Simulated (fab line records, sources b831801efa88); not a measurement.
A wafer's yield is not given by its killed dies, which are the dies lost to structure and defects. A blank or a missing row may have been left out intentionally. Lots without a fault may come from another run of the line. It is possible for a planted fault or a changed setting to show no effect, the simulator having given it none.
A struck lot beside a sound one :: flow sky130 :: 43 out of 708 route steps
Sound: wafers L313.1, L313.4, L313.5. Struck: wafers L327.1, L327.3. (L327.2 of the same lot was not struck and is left out.) The cause comes at the end.
Each step with rows lists, per side, the tool, then ch with its chambers, then its first start. Under that, the readings that differ: sound wafers :: struck wafers :: difference of the means :: sigmas: that difference in standard deviations of wafers without a fault.
alike: readings with means less than 2 such deviations apart, plus words and numbers identical on both sides. not compared: withheld readings, readings lacking a value on some wafer, bounds such as >300 that could conceal the same value, and numbers that have no deviation in the record and whose values overlap.
The two part at a step that has a row with sigmas, a row that says differs or no value, or rows on one side only. Non-overlapping numbers with no deviation appear without sigmas and do not part them. Lack of a reading on every wafer of one side parts them only where that side has two or more wafers.

first, 3 steps without rows for these wafers: SKY_LI_CONTACT_EXPOSE_09 (exposes mask LICM1, target cd 170 nm); SKY_LI_CONTACT_PEB_10; SKY_LI_CONTACT_DEVELOP_11 (develop time 60 s).
SKY_LI_CONTACT_CD_MEAS_12 targets a cd of 170 nm.
  sound: cd sem-01 at day 31 15:29; struck: cd sem-01 at day 35 22:37
  alike: cd nm
SKY_LI_CONTACT_OVL_MEAS_13:
  sound: overlay-01 at day 31 15:36; struck: overlay-01 at day 35 22:44
  alike: LI_CONTACT_OVL
SKY_LI_CONTACT_ETCH_14: etches BARC in N2/H2, stops on SiO2, time 45.9 s, target depth 60 nm.
  sound on rie diel-03 ch 2,3, day 31 15:38; struck on rie diel-03 ch 0,3, day 35 22:46
  alike: drypump motor current A, oes product au, throttle valve pct
  not compared: rf hours counter h
then, 4 steps without rows for these wafers: SKY_LI_CONTACT_ETCH_15 (etches PSG in C4F8/O2/Ar, stops on Si, target depth 600 nm); SKY_LI_CONTACT_STRIP_16 (strips in O2/N2); SKY_LI_CONTACT_CLEAN_17 (cleans in NMP, time 600 s); SKY_LI_CONTACT_PRE_CLEAN_18 (time 5.6 s).
SKY_LI_CONTACT_SPUTTER_19: material Ti, target thk 20 nm, time 106.37 s.
  sound: pvd sputter-04 at day 31 16:04; struck: pvd sputter-03 at day 35 23:12
  alike: substrate temp c, throttle valve pct
SKY_LI_CONTACT_SPUTTER_20: material TiN, target thk 20 nm, time 80 s.
  sound: pvd sputter-04 at day 31 16:08; struck: pvd sputter-03 at day 35 23:16
  alike: throttle valve pct
SKY_LI_CONTACT_CVD_21: deposits W, target thk 400 nm, time 120.56 s.
  sound on cvd w-02 ch 0,1, day 31 16:12; struck on cvd w-02 ch 0, day 35 23:20
  alike: heater power w, susceptor temp C
SKY_LI_CONTACT_RS_MEAS_22: a four-point-probe measurement.
  sound: film metro-02 at day 31 16:19; struck: film metro-02 at day 35 23:28
  alike: LI_CONTACT_W_RS
SKY_LI_CONTACT_THK_MEAS_23: measures by xrf.
  sound: film metro-02 at day 31 16:26; struck: film metro-02 at day 35 23:35
  alike: LI_CONTACT_W_THK
SKY_LI_CONTACT_CMP_24: polishes, stops on PSG, t overpolish 20 s, target thk 0 nm.
  sound on cmp-02 ch 0,1,2, day 31 16:30; struck on cmp-01 ch 2,3, day 35 23:41
  alike: edge zone pressure frac, head pressure psi, motor current A, overpolish run s, slurry filter dp kPa, time to endpoint s
then, 1 step without rows for these wafers: SKY_LOCAL_INTERCONNECT_SPUTTER_00 (material TiN, target thk 100 nm, time 83.3 s).
SKY_LOCAL_INTERCONNECT_RS_MEAS_01: a four-point-probe measurement.
  sound: film metro-03 at day 31 16:52; struck: film metro-03 at day 36 00:00
reading: LOCAL_INTERCONNECT_TIN_RS (ohm/sq)
sound: 14.09 14.13 14.19
struck: 14.47 14.50
difference: +0.35
sigmas: +2
SKY_LOCAL_INTERCONNECT_THK_MEAS_02: measures by xrf.
  sound: film metro-03 at day 31 16:59; struck: film metro-03 at day 36 00:07
  alike: LOCAL_INTERCONNECT_TIN_THK
then, 8 steps without rows for these wafers: SKY_LOCAL_INTERCONNECT_DEHYDRATE_03 (time 60 s); SKY_LOCAL_INTERCONNECT_HMDS_04 (prime time 60 s); SKY_LOCAL_INTERCONNECT_COAT_05 (resist thk 60 nm); SKY_LOCAL_INTERCONNECT_COAT_06 (resist thk 450 nm); SKY_LOCAL_INTERCONNECT_SOFTBAKE_07 (time 90 s); SKY_LOCAL_INTERCONNECT_EXPOSE_08 (exposes mask LI1M, target cd 170 nm); SKY_LOCAL_INTERCONNECT_PEB_09; SKY_LOCAL_INTERCONNECT_DEVELOP_10 (develop time 60 s).
SKY_LOCAL_INTERCONNECT_CD_MEAS_11 targets a cd of 170 nm.
  sound: cd sem-02 at day 32 20:19; struck: cd sem-02 at day 37 03:20
reading: cd nm (nm)
sound: 168.6 167.9 169.1
struck: 175.1 173.8
difference: +5.9
sigmas: +3
SKY_LOCAL_INTERCONNECT_OVL_MEAS_12:
  sound: overlay-01 at day 32 20:28; struck: overlay-01 at day 37 03:27
  alike: LOCAL_INTERCONNECT_OVL
then, 2 steps without rows for these wafers: SKY_LOCAL_INTERCONNECT_ETCH_13 (etches BARC in N2/H2, stops on SiO2, time 45.9 s, target depth 60 nm); SKY_LOCAL_INTERCONNECT_METAL_ETCH_14 (etches TiN in Cl2/BCl3, stops on PSG, target depth 110 nm, time 31.4 s).
SKY_LOCAL_INTERCONNECT_STRIP_15: strips in O2/N2.
  sound on plasma asher-03 ch 0,1, day 32 20:37; struck on plasma asher-03 ch 0, day 37 03:36
  alike: drypump motor current A, o2 flow sccm, oes product au, strip time to endpoint s
  not compared: rf hours counter h
then, 4 steps without rows for these wafers: SKY_LOCAL_INTERCONNECT_STRIP_16 (strips in post etch residue remover, time 1200 s); SKY_LOCAL_INTERCONNECT_CLEAN_17 (cleans in IPA, time 180 s); SKY_LOCAL_INTERCONNECT_CLEAN_18 (cleans in O3/DIW); SKY_CONTACT_CVD_00 (deposits Si3N4, target thk 75 nm).
SKY_CONTACT_THK_MEAS_01:
  sound: film metro-04 at day 32 21:15; struck: film metro-04 at day 37 04:14
  alike: CONTACT_CVD_00_THK
then, 1 step without rows for these wafers: SKY_CONTACT_HDPCVD_02 (deposits SiO2, target thk 565 nm, time 94.2 s).
SKY_CONTACT_THK_MEAS_03:
  sound: film metro-04 at day 32 21:23; struck: film metro-03 at day 37 04:22
  alike: CONTACT_HDPCVD_THK
then, 1 step without rows for these wafers: SKY_CONTACT_CMP_04 (polishes SiO2).
SKY_CONTACT_BOW_MEAS_05:
  sound: film metro-03 at day 32 21:44; struck: film metro-04 at day 37 04:43
  alike: CONTACT_BOW
then, 1 step without rows for these wafers: SKY_CONTACT_DEHYDRATE_06 (time 60 s).
-- the record jumps here: 14 days lie between the struck wafers' starts before and after (it left off in module CONTACT and takes up again in module PAD_OPEN, whose first step shown is number 708 of the route) --
SKY_PAD_OPEN_PROBE_99:
  record: rows for the struck wafers here (prober-02, day 50 19:16), none for the sound ones

== WHERE THEY PART ==
Earliest at SKY_LOCAL_INTERCONNECT_RS_MEAS_01; latest, in this record, at SKY_PAD_OPEN_PROBE_99.

WHY: what had been put in by the simulator
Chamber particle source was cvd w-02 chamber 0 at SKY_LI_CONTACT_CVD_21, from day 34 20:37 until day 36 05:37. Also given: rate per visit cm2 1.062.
